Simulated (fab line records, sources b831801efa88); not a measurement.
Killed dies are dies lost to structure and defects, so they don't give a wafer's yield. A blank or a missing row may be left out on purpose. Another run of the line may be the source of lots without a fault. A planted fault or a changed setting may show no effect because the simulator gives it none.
Problem report, 8D (eight disciplines) form, completed by code	flow sky130	the parts of the form that need people (team, actions taken, sign-off) are left out

1. PROBLEM STATEMENT
SKY_FIELD_ISO_ETCH_17, run_length_s: mean 135.5 s over 1 wafer from 1 lot; wafers with no fault: 126.1 s, standard deviation 0.43. That is +22 standard deviations from the usual mean.
The step: etches Si in HBr/Cl2/O2, target depth 342 nm, time 97.7 s.
First observed at day 5 01:01: wafer L978.3, on rie_si-02. The record has a number at this step for 36 wafers belonging to 12 lots. The rule behind "out" and "out of limits": a value lying over 4 standard deviations away from the usual mean. The rest of the wafers with a number are treated as sound.

2. WHAT IT IS, WHAT IT ISN'T
question	is	is not
which readings at this step	run_length_s	drypump_motor_current_A, oes_product_au, throttle_valve_pct
which lots	L978	L965, L966, L967, L970, L972, L979, L980, L982, L984, L986, L987
which wafers of those lots	L978.3	L978.1, L978.4
read on which tools	rie_si-02	rie_si-01
when	from day 5 01:01	up to then (17 sound wafers); but 18 sound wafers of L979, L980, L982, L984, L986, L987 came after

3. SUSPECTS, AND WHAT RULES EACH OUT
Counting: if a tool at a process step up to the reading ran every lot that is out, it stays a suspect. Sound lots after the first of them don't rule it out here, since some wafers of a struck lot are sound.
- rie_diel-01 at SKY_FIELD_ISO_ETCH_14 (etches BARC in N2/H2, stops on SiO2, time 45.9 s, target depth 60 nm): kept. It processed L978, the lot that is out, at day 5 00:49, and its most recent sound lot before then was L970 at day 3 06:13.
- rie_si-02 at SKY_FIELD_ISO_ETCH_17 (etches Si in HBr/Cl2/O2, target depth 342 nm, time 97.7 s): kept. It processed L978, the lot that is out, at day 5 01:01, and its most recent sound lot before then was L972 at day 3 15:59. Its own run_length_s readings are out on those wafers.
- At SKY_FIELD_ISO_ETCH_14, inside rie_diel-01: chamber 3 took the wafers that are out, while their sound lot-mates went through chambers 1, 2.
- At SKY_FIELD_ISO_ETCH_17, inside rie_si-02: chamber 0 took the wafers that are out, while their sound lot-mates went through chambers 1, 3.
Left after counting: rie_diel-01 at SKY_FIELD_ISO_ETCH_14, rie_si-02 at SKY_FIELD_ISO_ETCH_17.

4. THE CAUSE (what the simulator had put in)
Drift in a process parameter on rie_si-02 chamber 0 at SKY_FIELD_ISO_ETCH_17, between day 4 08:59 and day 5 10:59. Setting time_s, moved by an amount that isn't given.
Counting leaves 2 suspects; this tool is one of them.

5. THE EFFECT CHAIN, in route order
Rows list readings where the struck wafers' mean (over those with a number) sits beyond 3 standard deviations from the usual. Only readings for which the record gives a usual standard deviation are gone through. hours: the time from each lot's start at the first step in this table that gives one to its start at this step, as a median over the lots. sigmas: the change in usual standard deviations.
hours	step	reading	usual	on struck wafers	change	sigmas
0	SKY_FIELD_ISO_ETCH_17	run_length_s	126.1 s	135.5	+9.4	+22
Here are the process steps it includes:
- SKY_FIELD_ISO_ETCH_17: etches Si in HBr/Cl2/O2, target depth 342 nm, time 97.7 s.
At these later measuring or inspecting steps, every struck wafer for which the step has a row has a number for every such reading, and none has moved that far: SKY_VT_ADJUST_LVTN_TW_MEAS_10.

6. WHAT WOULD HAVE CAUGHT IT SOONER
In this record the first reading out of limits was taken at day 5 01:01, 16 hours after the fault began at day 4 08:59.
